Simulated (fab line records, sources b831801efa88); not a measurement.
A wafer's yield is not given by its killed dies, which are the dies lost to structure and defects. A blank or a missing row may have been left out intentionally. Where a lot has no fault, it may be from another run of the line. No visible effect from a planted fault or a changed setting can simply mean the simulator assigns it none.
What tool caused it?	flow gf180mcu	Sampling: 7 lots, 21 wafers, 3 of 602 route steps

## WHAT THE GAUGES SHOWED, per wafer
GF_V1_THK_MEAS_03.
lot	measured	on	V1_CVD_02_THK (nm)
L555	day 17 18:51	film metro-02	843 860 852
L558	day 18 13:59	film metro-01	854 847 846
L561	day 19 22:36	film metro-03	850 862 860
L563	day 20 13:29	film metro-03	849 838 861
L572	day 23 20:49	film metro-02	849 865 872
L575	day 24 15:43	film metro-01	836 857 841
L577	day 25 04:33	film metro-03	836 852 853

## WHICH TOOL RAN EACH LOT (tool, then ch and the chambers of the sampled wafers, then the start)
lot	GF_M1_METAL_ETCH_16	GF_M1_STRIP_17
L555	rie metal-03 ch 0,1, day 17 17:59	plasma asher-04 ch 0,1, day 17 18:06
L558	rie metal-04 ch 0,1, day 18 13:08	plasma asher-04 ch 0,1, day 18 13:15
L561	rie metal-03 ch 0,1, day 19 21:46	plasma asher-03 ch 0,1, day 19 21:52
L563	rie metal-03 ch 0,1, day 20 12:36	plasma asher-03 ch 0,1, day 20 12:43
L572	rie metal-04 ch 0, day 23 19:53	plasma asher-04 ch 0,1, day 23 20:05
L575	rie metal-01 ch 0,1, day 24 14:53	plasma asher-04 ch 0,1, day 24 15:00
L577	rie metal-03 ch 0,1, day 25 03:39	plasma asher-04 ch 0,1, day 25 03:46
- GF_M1_METAL_ETCH_16: etches the open film in Cl2/BCl3, stops on SiO2, target depth 627.5 nm, time 104.6 s.
- GF_M1_STRIP_17: strips in O2/N2.

## THE ANSWER, worked out from the rows above alone
Rule: the lots themselves supply what counts as usual. Put in order of their means at a reading, lots are off if they are a third of the lots or fewer, leave a main group of 4 or more, and stand apart from it by a gap of 3 or more times the standard deviation of the main group's means; of several such gaps the widest counts. If all means in a main group match to the digits the tables above print for the reading, that group is not used. A lot without any number at a reading at which 4 lots or more have one is off too. Any other lot the step has rows for is counted as sound.
No lot is off at any reading shown: from this, nothing can be told.

## WHAT HAD BEEN PUT IN BY THE SIMULATOR
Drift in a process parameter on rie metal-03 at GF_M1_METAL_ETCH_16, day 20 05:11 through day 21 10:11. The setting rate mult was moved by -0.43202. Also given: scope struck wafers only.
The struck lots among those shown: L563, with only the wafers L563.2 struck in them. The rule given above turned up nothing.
